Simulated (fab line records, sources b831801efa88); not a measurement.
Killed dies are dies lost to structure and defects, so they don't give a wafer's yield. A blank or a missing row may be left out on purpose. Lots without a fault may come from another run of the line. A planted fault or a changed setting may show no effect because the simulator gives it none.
Problem report in the 8D (eight disciplines) form, filled by code | flow gf180mcu | the parts of the form that need people (team, actions taken, sign-off) are left out

1. THE PROBLEM
developer_temp_C at GF_MVPSD_DEVELOP_06 reads a mean of 22.08 C on 6 wafers of 2 lots; wafers without a fault read 23.01 C with a standard deviation of 0.098. That is -9.5 standard deviations from the usual mean.
The step: develop time 60 s.
First seen on wafer L717.2, day 6 18:00, on litho_track-01. The record holds 42 wafers of 14 lots with a number at this step. Rule for "out", or "out of limits": more than 4 standard deviations from the usual mean. The other wafers with a number count as sound.

2. WHAT IT IS AND WHAT IT IS NOT
question                    | is                     | is not
which readings at this step | developer_temp_C       | -
which lots                  | L717, L719             | L711, L712, L713, L715, L720, L724, L727, L729, L730, L732, L733, L734
which wafers of those lots  | all that have a number | -
read on which tools         | litho_track-01         | litho_track-02, litho_track-03
when                        | from day 6 18:00       | up to then (12 sound wafers); but 24 sound wafers of L720, L724, L727, L729, L730, L732, L733, L734 came after

3. SUSPECTS, AND WHAT RULES EACH OUT
Counting: a tool at a process step up to the reading stays a suspect if it ran every lot that is out and no sound lot after the first of them.
- litho_track-01 at GF_MVPSD_DEVELOP_06 (develop time 60 s): ruled out as a lasting fault. Sound lots L733, L734 ran on it after its first lot that is out, L717 (day 6 18:00).
Left after counting: nothing in the record.

4. THE CAUSE (what the simulator had put in)
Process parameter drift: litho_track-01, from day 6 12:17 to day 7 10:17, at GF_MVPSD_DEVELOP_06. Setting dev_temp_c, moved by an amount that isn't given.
Counting ruled it out, wrongly.

5. THE CHAIN OF EFFECTS, in route order
Each row: a reading whose mean over the struck wafers that have a number lies more than 3 standard deviations from the usual. Only readings for which the record gives a usual standard deviation are gone through. hours: the time from each lot's start at the first step in this table that gives one to its start at this step, as a median over the lots. sigmas: the change in usual standard deviations.
hours | step                | reading          | usual   | on struck wafers | change | sigmas
0     | GF_MVPSD_DEVELOP_06 | developer_temp_C | 23.01 C | 22.08            | -0.93  | -9.5
The process steps in it:
- GF_MVPSD_DEVELOP_06: develop time 60 s.
Later measuring or inspecting steps at which every struck wafer that the step has a row for has a number for every such reading, and none has moved that far: GF_VT_IMPLANT_TW_MEAS_21.

6. WHAT WOULD HAVE CAUGHT IT SOONER
In this record the first reading out of limits was taken at day 6 18:00, 6 hours after the fault began at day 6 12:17.
